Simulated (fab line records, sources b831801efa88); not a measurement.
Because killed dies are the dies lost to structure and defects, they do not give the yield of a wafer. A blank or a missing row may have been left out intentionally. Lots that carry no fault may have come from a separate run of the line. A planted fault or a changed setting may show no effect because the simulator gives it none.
Which tool is to blame?	flow sfq_line	14 lots, 42 wafers sampled, at 2 steps of a route of 325

== WHAT THE GAUGES SHOWED, per wafer ==
The record holds no reading of a measuring or inspecting step that can be judged against a usual standard deviation.

== EACH LOT AND THE TOOL THAT RAN IT (in order: tool; ch and the chambers of the sampled wafers; start) ==
lot	SFQ_TRILAYER_I6_DEP_PECVD_165	SFQ_TRILAYER_I6_CMP_CMP_166
L184	pecvd-03 ch 0,1,2, day 62 04:46	cmp-01 ch 0,3, day 62 08:45
L186	pecvd-03 ch 0,1,2, day 62 08:22	cmp-02 ch 0,1, day 62 12:04
L188	pecvd-01 ch 0,2, day 62 14:23	cmp-01 ch 2,3, day 62 20:45
L191	pecvd-03 ch 0,1,2, day 62 20:22	cmp-02 ch 0,1,2, day 63 09:34
L193	pecvd-02 ch 0,1,2, day 73 04:22	cmp-02 ch 1,2,3, day 73 04:57
L194	pecvd-01 ch 0,1, day 73 05:34	cmp-01 ch 0,1, day 73 07:21
L196	pecvd-01 ch 0,1,2, day 73 07:58	cmp-02 ch 0,2,3, day 73 15:14
L198	pecvd-03 ch 1,2, day 73 10:32	cmp-02 ch 0,1,3, day 74 00:14
L200	pecvd-02 ch 0,2, day 75 00:50	cmp-01 ch 1,3, day 75 03:08
L202	pecvd-03 ch 1,2, day 78 05:39	cmp-02 ch 1,3, day 78 09:38
L203	pecvd-01 ch 0,1,2, day 78 18:50	cmp-02 ch 0,1,2, day 79 00:08
L205	pecvd-01 ch 0,1,2, day 78 23:46	cmp-02 ch 0,1,2, day 79 06:08
L206	pecvd-01 ch 1,2, day 79 03:19	cmp-02 ch 0,2,3, day 79 13:08
L207	pecvd-02 ch 0,1,2, day 84 10:25	cmp-02 ch 0,2,3, day 84 12:00
- SFQ_TRILAYER_I6_DEP_PECVD_165: deposits SiO2 from SiH4/N2O, time 111.11 s, target thk 500 nm.
- SFQ_TRILAYER_I6_CMP_CMP_166: polishes SiO2.

== WHAT THE TOOLS THEMSELVES READ (means of the sampled wafers that have a number; where no wafer has one, the mark that the record gives instead) ==
SFQ_TRILAYER_I6_DEP_PECVD_165. Usual: heater_power_w 85 W, standard deviation 19; rf_fwd_power_W 182.2 W, standard deviation 0.58; run_length_s 138.9 s, standard deviation 0.46; throttle_valve_pct 24.7 %, standard deviation 1.4.
lot	tool	heater_power_w (W)	rf_fwd_power_W (W)	run_length_s (s)	throttle_valve_pct (%)	flag
L184	pecvd-03	82	182.1	138.8	23.7	
L186	pecvd-03	79	182.5	139.1	23.7	
L188	pecvd-01	80	182.6	138.8	25.4	
L191	pecvd-03	80	181.3	139.2	23.7	
L193	pecvd-02	83	182.5	139.0	25.6	
L194	pecvd-01	83	181.9	136.3	24.0	OFF
L196	pecvd-01	85	182.4	136.6	25.0	OFF
L198	pecvd-03	90	182.8	138.8	24.1	
L200	pecvd-02	58	182.3	139.4	25.9	
L202	pecvd-03	92	182.2	139.1	24.4	
L203	pecvd-01	86	182.5	138.8	25.5	
L205	pecvd-01	94	182.2	139.0	25.5	
L206	pecvd-01	94	182.6	139.0	26.9	
L207	pecvd-02	81	181.8	138.8	25.9	

SFQ_TRILAYER_I6_CMP_CMP_166. Usual: motor_current_A 10.0 A, standard deviation 1.1; time_to_endpoint_s 215 s, standard deviation 7.9.
lot	tool	motor_current_A (A)	time_to_endpoint_s (s)	flag
L184	cmp-01	10.0	220	
L186	cmp-02	9.6	210	
L188	cmp-01	11.1	224	
L191	cmp-02	10.2	208	
L193	cmp-02	9.5	218	
L194	cmp-01	10.4	200	
L196	cmp-02	9.8	210	
L198	cmp-02	9.2	219	
L200	cmp-01	11.4	215	
L202	cmp-02	9.4	221	
L203	cmp-02	10.1	215	
L205	cmp-02	10.2	209	
L206	cmp-02	9.4	205	
L207	cmp-02	9.6	204	

== THE ANSWER, worked out from the rows above alone ==
Rule: lot off if the mean of its wafers having a number is beyond 3 standard deviations from the usual mean. Also off: a lot with no number at a reading for which 4 or more lots have one. All remaining lots with rows at the step are treated as sound. After the gauges, taken in route order, come the tools' own readings; for these a lot's mean is taken, as printed above. At the first step where some lot is off, the reading lying furthest off is the one used; lots without a number count as furthest.
Off: L194, L196, at SFQ_TRILAYER_I6_DEP_PECVD_165 (run_length_s).
A tool fits if, at that step or a process step before it, it ran every lot that is off, and no sound lot after the first of them. Not one of the candidates tried fits.

== WHAT WAS PUT IN BY THE SIMULATOR ==
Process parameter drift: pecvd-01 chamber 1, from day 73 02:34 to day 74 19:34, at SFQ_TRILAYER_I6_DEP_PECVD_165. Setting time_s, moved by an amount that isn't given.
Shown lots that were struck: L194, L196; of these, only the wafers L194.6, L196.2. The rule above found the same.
